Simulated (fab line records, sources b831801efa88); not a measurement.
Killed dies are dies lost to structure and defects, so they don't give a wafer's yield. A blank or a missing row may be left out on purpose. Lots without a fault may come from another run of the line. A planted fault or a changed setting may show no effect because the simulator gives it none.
Problem report in the 8D (eight disciplines) form, filled by code | flow gf180mcu | the parts of the form that need people (team, actions taken, sign-off) are left out

1. THE PROBLEM
SALICIDE_TIN_RS at GF_SALICIDE_RS_MEAS_04 reads a mean of 18.75 ohm/sq on 6 wafers of 2 lots; wafers without a fault read 16.32 ohm/sq with a standard deviation of 0.29. That is +8.4 standard deviations from the usual mean.
The step: measures by four-point-probe.
First seen on wafer L388.1, day 22 01:11, on film_metro-01. The record holds 42 wafers of 14 lots with a number at this step. Rule for "out", or "out of limits": more than 4 standard deviations from the usual mean. The other wafers with a number count as sound.

2. WHAT IT IS AND WHAT IT IS NOT
question                    | is                           | is not
which readings at this step | SALICIDE_TIN_RS              | -
which lots                  | L388, L389                   | L368, L371, L373, L375, L376, L378, L379, L380, L381, L383, L387, L391
which wafers of those lots  | all that have a number       | -
read on which gauges        | film_metro-01, film_metro-04 | film_metro-02
when                        | from day 22 01:11            | up to then (30 sound wafers); but 6 sound wafers of L387, L391 came after

3. SUSPECTS, AND WHAT RULES EACH OUT
Counting: a tool at a process step up to the reading stays a suspect if it ran every lot that is out and no sound lot after the first of them.
- the gauge at GF_SALICIDE_RS_MEAS_04: ruled out. The wafers that are out were read on 2 gauges (film_metro-01, film_metro-04).
- pvd_sputter-01 at GF_SALICIDE_SPUTTER_02 (material Co, target thk 10 nm, time 20 s): kept. It ran every lot that is out, first L388 (day 22 01:08), and no sound lot after that; its last sound lot up to then is L383 (day 20 22:31).
Left after counting: pvd_sputter-01 at GF_SALICIDE_SPUTTER_02.

4. THE CAUSE (what the simulator had put in)
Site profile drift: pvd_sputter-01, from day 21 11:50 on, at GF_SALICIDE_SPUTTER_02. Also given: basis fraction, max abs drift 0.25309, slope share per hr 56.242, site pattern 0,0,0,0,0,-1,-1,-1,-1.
Counting left only this tool.

5. THE CHAIN OF EFFECTS, in route order
Each row: a reading whose mean over the struck wafers that have a number lies more than 3 standard deviations from the usual. Only readings for which the record gives a usual standard deviation are gone through. hours: the time from each lot's start at the first step in this table that gives one to its start at this step, as a median over the lots. sigmas: the change in usual standard deviations.
hours | step                   | reading         | usual        | on struck wafers | change | sigmas
0     | GF_SALICIDE_RS_MEAS_04 | SALICIDE_TIN_RS | 16.32 ohm/sq | 18.75            | +2.43  | +8.4

6. WHAT WOULD HAVE CAUGHT IT SOONER
In this record the first reading out of limits at a measuring or inspecting step was taken at day 22 01:11, 13 hours after the fault began at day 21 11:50.
Of the tool readings at GF_SALICIDE_SPUTTER_02 for which the record gives a usual standard deviation, none was out on any struck wafer, so an alarm limit of 4 standard deviations on them would not have fired.
Of the lots that are out (2), L389 began GF_SALICIDE_SPUTTER_02 on pvd_sputter-01 after day 22 01:11. A hold on the tool at that time would have spared it.
